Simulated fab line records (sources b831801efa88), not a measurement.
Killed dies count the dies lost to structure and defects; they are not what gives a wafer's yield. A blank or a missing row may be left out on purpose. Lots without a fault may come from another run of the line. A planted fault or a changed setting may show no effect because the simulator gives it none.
One fault seen from 2 desks ; flow gf180mcu ; numbers are kept per desk, each desk with only its own; the story behind them comes last

== METROLOGY DESK ==
What the gauges read for every lot (on any tool): the sampled wafers with a number, averaged. A lot is out of limits, marked OUT, if its mean lies more than 4 standard deviations from the usual mean; the brackets give that distance.
Columns: A = HV_LDD_01_OVL at GF_HV_LDD_OVL_MEAS_20, usual 1.0 nm; B = HV_LDD_RS at GF_HV_LDD_RS_MEAS_53, usual 418.6 ohm/sq; C = cdNm at GF_NSD_CD_MEAS_07, usual 400.3 nm
lot;first seen here;A;B;C
L543;day 10 20:48;1.1;418.3;395.7
L544;day 11 02:25;-0.4;419.0;405.6
L546;day 12 00:47;3.4;416.5;404.1
L547;day 12 04:34;1.9;417.0;399.9
L550;day 12 23:14;1.1;416.9;399.2
L551;day 13 04:19;0.9;418.3;402.6
L552;day 13 15:05;2.0;418.4;399.7
L556;day 14 23:40;-0.8;425.0 (+5.8) OUT;397.6
L557;day 15 05:35;3.2;423.9 (+4.8) OUT;399.7
L558;day 15 13:50;0.6;420.4;401.0
L559;day 15 19:07;1.3;418.4;403.1
L562;day 16 22:53;0.8;418.5;400.9
L565;day 17 15:40;2.0;417.9;403.4
L566;day 17 23:56;0.4;418.1;399.1
This desk's finding: out of limits on L556, L557; first on L556, day 16 20:17 (HV_LDD_RS at GF_HV_LDD_RS_MEAS_53). In limits: L543, L544, L546, L547, L550, L551, L552, L558, L559, L562, L565, L566.

== TOOL OWNER'S DESK, implanter-03 ==
The tool's own readings at GF_HV_LDD_IMPLANT_36, given as means over the sampled wafers that have a number, one for each lot that went through this tool. A lot is out of limits, marked OUT, if its mean lies more than 4 standard deviations from the usual mean; the brackets give that distance.
Columns: A = doseIonsCm2 at GF_HV_LDD_IMPLANT_36, usual 7.5e+12; B = faradayCurrentUA at GF_HV_LDD_IMPLANT_36, usual 42.3
lot;first seen here;A;B
L547;day 13 00:45;7.5e+12;42.0
L551;day 14 01:16;7.5e+12;42.5
L556;day 15 22:08;5.8e+12 (-99 or more) OUT;32.4 (-12) OUT
L557;day 16 03:54;5.8e+12 (-99 or more) OUT;32.2 (-12) OUT
L566;day 18 23:58;7.5e+12;42.0
This desk's finding: out of limits on L556, L557; first on L556, day 15 22:08 (doseIonsCm2 at GF_HV_LDD_IMPLANT_36). In limits: L547, L551, L566.

== PUT TOGETHER ==
On L556, L557, at day 15 22:08, an alarm was possible from the tool owner's desk.
At day 16 20:17 the metrology desk could have sounded an alarm, on L556, L557.
The lots listed all ran GF_HV_LDD_IMPLANT_36 on implanter-03.

== WHAT THE SIMULATOR HAD INSERTED ==
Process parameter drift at GF_HV_LDD_IMPLANT_36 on implanter-03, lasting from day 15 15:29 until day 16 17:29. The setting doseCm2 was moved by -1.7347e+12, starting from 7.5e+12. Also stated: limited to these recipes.
Lots struck among those shown: L556, L557.
Time in hours from fault onset to the first out-of-limits reading at each desk: tool owner's desk 7, metrology desk 29.
